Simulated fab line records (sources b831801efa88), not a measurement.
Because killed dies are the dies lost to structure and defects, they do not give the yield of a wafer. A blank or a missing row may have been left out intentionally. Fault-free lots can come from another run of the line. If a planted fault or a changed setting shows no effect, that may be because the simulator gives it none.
Comparing a struck lot with a sound one || flow sfqLine || 42 steps out of a route of 325
Sound: the wafers L982.3, L982.4, L982.6. Struck: wafer L971.4 (L971.3, L971.5, from the same lot, were not struck and are left out); the cause is given at the end.
For every step that has rows: the tool of each side, followed by ch and its chambers, followed by its first start. Under that, the readings that differ: sound wafers || struck wafers || difference of the means || sigmas: that difference in standard deviations of wafers without a fault.
alike: readings with means less than 2 such deviations apart, plus words and numbers identical on both sides. not compared: withheld readings, readings lacking a value on some wafer, bounds such as >300 that could conceal the same value, and numbers that have no deviation in the record and whose values overlap.
The two part at a step that has a row with sigmas, a row that says differs or no value, or rows on one side only. Numbers that have no deviation but don't overlap get no sigmas and don't part them. A reading that every wafer of one side lacks parts them only if that side has two wafers or more.

first, 6 steps without rows for these wafers: SFQ_TRILAYER_M6_LITHO_COAT_164 (resist thk 62 nm); SFQ_TRILAYER_M6_LITHO_COAT_159 (resist thk 600 nm); SFQ_TRILAYER_M6_LITHO_SOFTBAKE_163; SFQ_TRILAYER_M6_LITHO_EXPOSE_160 (exposes mask M6, target cd 500 nm); SFQ_TRILAYER_M6_LITHO_PEB_162 (peb time 60 s); SFQ_TRILAYER_M6_LITHO_DEVELOP_161 (time 60 s).
SFQ_M6_OVL_MEAS_940:
  sound on overlay-01, day 72 12:46; struck on overlay-02, day 69 02:10
  alike: M6_OVL
SFQ_TRILAYER_M6_BARC_OPEN_METAL_ETCH_206: etches BARC in O2, target depth 125 nm, time 41.7 s.
  sound on rieMetal-03 ch 0,1, day 72 12:49; struck on rieMetal-01 ch 1, day 69 02:12
  alike: chamberPressureMTorr, drypumpMotorCurrentA, oesProductAu
  not compared: rfHoursCounterH
then, 4 steps without rows for these wafers: SFQ_TRILAYER_M6_ETCH_METAL_ETCH_162 (etches Nb in Cl2/Ar, stops on SiO2, target depth 240 nm, time 120 s); SFQ_TRILAYER_M6_STRIP_STRIP_163 (strips in O2); SFQ_TRILAYER_M6_STRIP_SOLV_CLEAN_164 (cleans in NMP, time 600 s); SFQ_TRILAYER_I6_DEP_PECVD_165 (deposits SiO2 from SiH4/N2O, time 111.11 s, target thk 500 nm).
SFQ_TRILAYER_I6_CMP_CMP_166: polishes SiO2.
  sound on cmp-02 ch 1,3, day 72 14:58; struck on cmp-02 ch 2, day 69 05:42
{"reading": "timeToEndpointS (s)", "sound": "215 220 225", "struck": 290, "difference": "+70", "sigmas": "+8"}
{"reading": "model.SiO2_of_TRILAYER_I6_DEP_PECVD_165.thkNm (nm)", "sound": "197.9 199.7 200.5", "struck": 309.7, "difference": "+110.3", "sigmas": ""}
  alike: motorCurrentA
SFQ_I6_BOW_MEAS_941:
  sound on filmMetro-04, day 72 18:01; struck on filmMetro-03, day 69 07:44
  alike: I6_BOW
SFQ_TRILAYER_I6_METRO_MEASURE_167:
  sound on filmMetro-04, day 72 18:29; struck on filmMetro-03, day 69 08:13
{"reading": "thkNm (nm)", "sound": "198.0 199.6 200.6", "struck": 309.7, "difference": "+110.3", "sigmas": "+92"}
then, 6 steps without rows for these wafers: SFQ_TRILAYER_I6_VIA_LITHO_COAT_174 (resist thk 62 nm); SFQ_TRILAYER_I6_VIA_LITHO_COAT_169 (resist thk 650 nm); SFQ_TRILAYER_I6_VIA_LITHO_SOFTBAKE_173; SFQ_TRILAYER_I6_VIA_LITHO_EXPOSE_170 (exposes mask I6, target cd 700 nm); SFQ_TRILAYER_I6_VIA_LITHO_PEB_172 (peb time 60 s); SFQ_TRILAYER_I6_VIA_LITHO_DEVELOP_171 (time 60 s).
-- the record jumps here: 4 days lie between the struck wafers' starts before and after --
SFQ_I6_OVL_MEAS_942:
  sound on overlay-02, day 76 16:35; struck on overlay-02, day 72 23:33
  alike: I6_OVL
SFQ_TRILAYER_I6_VIA_BARC_OPEN_VIA_ETCH_235: etches BARC in O2, target depth 125 nm, time 41.7 s.
  sound on rieDiel-04 ch 0,2, day 76 16:37; struck on rieDiel-03 ch 1, day 72 23:34
{"reading": "drypumpMotorCurrentA (A)", "sound": "6.0 5.1 6.1", "struck": 6.7, "difference": "+1.0", "sigmas": "+2"}
  alike: chamberPressureMTorr, oesProductAu
  not compared: rfHoursCounterH
SFQ_TRILAYER_I6_VIA_ETCH_VIA_ETCH_172: etches SiO2 in CHF3, stops on Nb, target depth 260 nm.
  sound on rieDiel-04 ch 0,2, day 76 16:40; struck on rieDiel-03 ch 1, day 72 23:37
{"reading": "drypumpMotorCurrentA (A)", "sound": "6.1 5.1 6.1", "struck": 6.7, "difference": "+0.9", "sigmas": "+2"}
{"reading": "oesProductAu (a.u.)", "sound": "0.852 0.858 0.856", "struck": 1.001, "difference": "+0.146", "sigmas": "+30"}
{"reading": "model.I6.featureDepthNm (nm)", "sound": "197.9 199.7 200.5", "struck": 259.2, "difference": "+59.8", "sigmas": ""}
{"reading": "model.etch.depthNm (nm)", "sound": "197.9 199.7 200.5", "struck": 259.2, "difference": "+59.8", "sigmas": ""}
  alike: chamberPressureMTorr
then, 2 steps without rows for these wafers: SFQ_TRILAYER_I6_VIA_STRIP_STRIP_173 (strips in O2); SFQ_TRILAYER_I6_VIA_STRIP_SOLV_CLEAN_174 (cleans in NMP, time 600 s).
SFQ_TRILAYER_M7_DEP_PRE_CLEAN_176: time 22.5 s.
  sound on pvdSputter-06, day 76 17:33; struck on pvdSputter-03, day 73 00:30
{"reading": "model.SiO2_of_TRILAYER_I6_DEP_PECVD_165.thkNm (nm)", "sound": "190.4 192.2 193", "struck": 302.2, "difference": "+110.3", "sigmas": ""}
then, 1 step without rows for these wafers: SFQ_TRILAYER_M7_DEP_SPUTTER_175 (material Nb, target thk 200 nm, time 133.3 s).
SFQ_M7_RS_MEAS_943: the measuring method here is four-point-probe.
  sound on filmMetro-02, day 76 17:43; struck on filmMetro-04, day 73 00:40
  alike: M7_NB_RS
then, 6 steps without rows for these wafers: SFQ_TRILAYER_M7_LITHO_COAT_182 (resist thk 62 nm); SFQ_TRILAYER_M7_LITHO_COAT_177 (resist thk 600 nm); SFQ_TRILAYER_M7_LITHO_SOFTBAKE_181; SFQ_TRILAYER_M7_LITHO_EXPOSE_178 (exposes mask M7, target cd 500 nm); SFQ_TRILAYER_M7_LITHO_PEB_180 (peb time 60 s); SFQ_TRILAYER_M7_LITHO_DEVELOP_179 (time 60 s).
SFQ_M7_OVL_MEAS_945:
  sound on overlay-02, day 76 20:07; struck on overlay-02, day 73 03:47
  alike: M7_OVL
SFQ_TRILAYER_M7_BARC_OPEN_METAL_ETCH_229: etches BARC in O2, target depth 125 nm, time 41.7 s.
  sound on rieMetal-03 ch 0,1, day 76 20:09; struck on rieMetal-04 ch 0, day 73 03:50
  alike: chamberPressureMTorr, drypumpMotorCurrentA, oesProductAu
  not compared: rfHoursCounterH
SFQ_TRILAYER_M7_ETCH_METAL_ETCH_180: etches Nb in Cl2/Ar, stops on SiO2, target depth 240 nm, time 120 s.
  sound on rieMetal-03 ch 0,1, day 76 20:14; struck on rieMetal-04 ch 0, day 73 03:55
  alike: chamberPressureMTorr, drypumpMotorCurrentA, oesProductAu
  not compared: rfHoursCounterH
SFQ_TRILAYER_M7_STRIP_STRIP_181: strips in O2.
  sound on rieMetal-03 ch 0,1, day 76 20:31; struck on rieMetal-04 ch 0, day 73 04:12
  alike: chamberPressureMTorr, drypumpMotorCurrentA, oesProductAu
  not compared: rfHoursCounterH
then, 2 steps without rows for these wafers: SFQ_TRILAYER_M7_STRIP_SOLV_CLEAN_182 (cleans in NMP, time 600 s); SFQ_TRILAYER_I7_DEP_PECVD_183 (deposits SiO2 from SiH4/N2O, time 111.11 s, target thk 500 nm).
-- the record jumps here: 5 days lie between the struck wafers' starts before and after --
SFQ_M8_BOW_MEAS_951:
  sound on filmMetro-03, day 81 10:38; struck on filmMetro-01, day 77 21:21
{"reading": "model.etest.i6.linkOhm", "sound": "1.864 1.875 1.875", "struck": 1e+06, "difference": "+1e+06", "sigmas": ""}
  alike: M8_BOW

## WHERE THEY PART
At SFQ_TRILAYER_I6_CMP_CMP_166 first; at SFQ_TRILAYER_I6_VIA_ETCH_VIA_ETCH_172 last (within this record only). Later steps at which nothing parts them and some readings are alike: SFQ_M7_RS_MEAS_943, SFQ_M7_OVL_MEAS_945, SFQ_TRILAYER_M7_BARC_OPEN_METAL_ETCH_229, SFQ_TRILAYER_M7_ETCH_METAL_ETCH_180, SFQ_TRILAYER_M7_STRIP_STRIP_181, SFQ_M8_BOW_MEAS_951.

WHY: what had been put in by the simulator
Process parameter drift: cmp-02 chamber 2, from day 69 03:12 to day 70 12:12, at SFQ_TRILAYER_I6_CMP_CMP_166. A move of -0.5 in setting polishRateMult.
